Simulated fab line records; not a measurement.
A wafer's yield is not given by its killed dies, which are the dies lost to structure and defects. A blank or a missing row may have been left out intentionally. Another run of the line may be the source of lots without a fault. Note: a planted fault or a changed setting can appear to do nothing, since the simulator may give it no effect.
Matching of chambers    flow sky130    SKY_CONTACT_CMP_27 on cmp-02: 4 sister chambers
The step polishes, stops on SiO2, t overpolish 15 s, target thk 0 nm. 20 wafers are shown with their chamber, then 10 later ones without.

## WAFERS, EACH WITH ITS CHAMBER
wafer   chamber  motor-current-A (A)  time-to-endpoint-s (s)  overpolish-run-s (s)
L468.1  2        11.6                 78.4                    15.002
L468.2  3        9.5                  79.3                    15.013
L468.6  0        10.9                 81.7                    15.015
L470.2  2        12.3                 82.7                    15.001
L470.5  2        11.5                 84.5                    15.000
L470.6  3        10.0                 81.8                    15.000
L473.1  0        10.8                 82.8                    15.005
L473.4  3        9.5                  77.6                    15.016
L473.6  1        10.9                 80.1                    15.008
L474.2  2        12.1                 82.0                    14.995
L474.3  0        11.3                 82.8                    15.010
L474.5  3        10.0                 78.8                    15.012
L476.3  2        11.8                 83.1                    14.993
L476.5  0        10.9                 86.7                    14.999
L476.6  3        9.4                  82.1                    14.990
L478.3  0        11.6                 87.8                    15.006
L478.4  3        9.5                  83.7                    15.001
L478.6  0        11.5                 87.1                    14.987
L479.2  2        11.6                 85.7                    14.995
L479.3  3        9.8                  86.1                    15.029

SIGNATURES, as means of the wafers listed above
reading             chamber 0  chamber 1  chamber 2  chamber 3  scatter within a chamber
motor-current-A     11.167     10.900     11.817     9.671      0.306
time-to-endpoint-s  84.817     80.100     82.733     81.343     2.74
overpolish-run-s    15.00367   15.00800   14.99767   15.00871   0.00977
Rule: for a wafer and a chamber, the distance is found by dividing, reading by reading, the gap between the wafer's reading and the chamber's mean by the reading's scatter, squaring, summing and taking the root. The wafer belongs to the nearest chamber; if the next one is less than 2 further off, it can't be placed. The scatter: take each reading less its chamber's mean, square it, sum over the shown wafers, divide by the number of wafers less the number of chambers, and take the root.

## WAFERS MISSING THEIR CHAMBER
wafer   motor-current-A (A)  time-to-endpoint-s (s)  overpolish-run-s (s)
L479.6  10.9                 87.6                    15.000
L480.1  11.9                 82.6                    14.994
L480.2  10.4                 81.7                    14.998
L480.5  11.1                 83.4                    15.013
L481.1  10.9                 83.6                    14.993
L481.4  9.1                  87.3                    15.002
L481.6  10.4                 84.5                    15.000
L488.3  9.4                  85.8                    15.004
L488.4  11.7                 84.7                    14.992
L488.6  10.9                 86.5                    14.995

## WHICH CHAMBER EACH WENT THROUGH
wafer   from the rows above           in truth
L479.6  can't be placed: 0 or 1       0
L480.1  2                             2
L480.2  can't be placed: 1 or 3 or 0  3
L480.5  can't be placed: 0 or 1 or 2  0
L481.1  can't be placed: 0 or 1 or 2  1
L481.4  3                             3
L481.6  can't be placed: 1 or 0 or 3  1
L488.3  3                             3
L488.4  can't be placed: 2 or 0       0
L488.6  can't be placed: 0 or 1 or 2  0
Placed correctly: 3 of 10. Not placeable from these rows: 7 (in 7, the candidates include the true chamber). Number placed wrongly: 0.
